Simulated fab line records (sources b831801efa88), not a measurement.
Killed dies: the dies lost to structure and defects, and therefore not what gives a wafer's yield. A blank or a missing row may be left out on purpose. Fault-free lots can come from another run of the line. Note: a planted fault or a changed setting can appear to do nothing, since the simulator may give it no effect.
The tool behind it: which one? + flow sky130 + 36 wafers sampled from 12 lots at 1 step of a route of 708

WHAT THE GAUGES SHOWED, per wafer
SKY_GATE_OXIDE_OVL_MEAS_10. Usual: GATE_OXIDE_OVL typically reads 0.3 nm, with standard deviation 1.5.
| lot  | measured     | on         | GATE_OXIDE_OVL (nm) | flag |
|------|--------------|------------|---------------------|------|
| L161 | day 14 03:19 | overlay-02 | 0.6 -2.3 -1.7       |      |
| L162 | day 14 17:17 | overlay-02 | 0.9 1.0 2.2         |      |
| L163 | day 15 00:44 | overlay-02 | -2.7 -0.6 -1.5      |      |
| L165 | day 15 06:55 | overlay-02 | 1.7 2.9 2.7         |      |
| L166 | day 16 01:05 | overlay-01 | 1.7 -0.5 0.2        |      |
| L167 | day 16 01:23 | overlay-02 | -0.4 0.3 0.3        |      |
| L174 | day 18 19:56 | overlay-01 | -0.4 -0.9 0.6       |      |
| L176 | day 19 08:23 | overlay-02 | -1.3 -1.5 -0.8      |      |
| L177 | day 19 20:20 | overlay-02 | 1.4 2.2 1.1         |      |
| L179 | day 20 15:20 | overlay-01 | 1.8 -0.3 0.4        |      |
| L180 | day 21 01:54 | overlay-02 | 0.7 0.2 -0.1        |      |
| L182 | day 21 11:45 | overlay-02 | 0.9 -1.0 -1.2       |      |

EACH LOT AND THE TOOL THAT RAN IT (in order: tool; ch and the chambers of the sampled wafers; start)
Record: no process step prior to these readings.

AS READ BY THE TOOLS THEMSELVES (means over the sampled wafers that have a number; for cases with no such wafer, the mark the record gives instead)
The record holds no such reading with a usual standard deviation.

THE ANSWER, worked out from the rows above alone
Rule: a lot is off if the mean of its wafers that have a number lies more than 3 standard deviations from the usual mean. Also off: a lot with no number at a reading for which 4 or more lots have one. All remaining lots with rows at the step are treated as sound. Order of review: gauges by route order, followed by the tools' own readings, for which a lot's mean as printed above is used. At the first step where some lot is off, the reading lying furthest off is the one used; lots without a number count as furthest.
Nothing can be told from this: no lot is off at any reading shown.

WHAT THE SIMULATOR HAD INSERTED
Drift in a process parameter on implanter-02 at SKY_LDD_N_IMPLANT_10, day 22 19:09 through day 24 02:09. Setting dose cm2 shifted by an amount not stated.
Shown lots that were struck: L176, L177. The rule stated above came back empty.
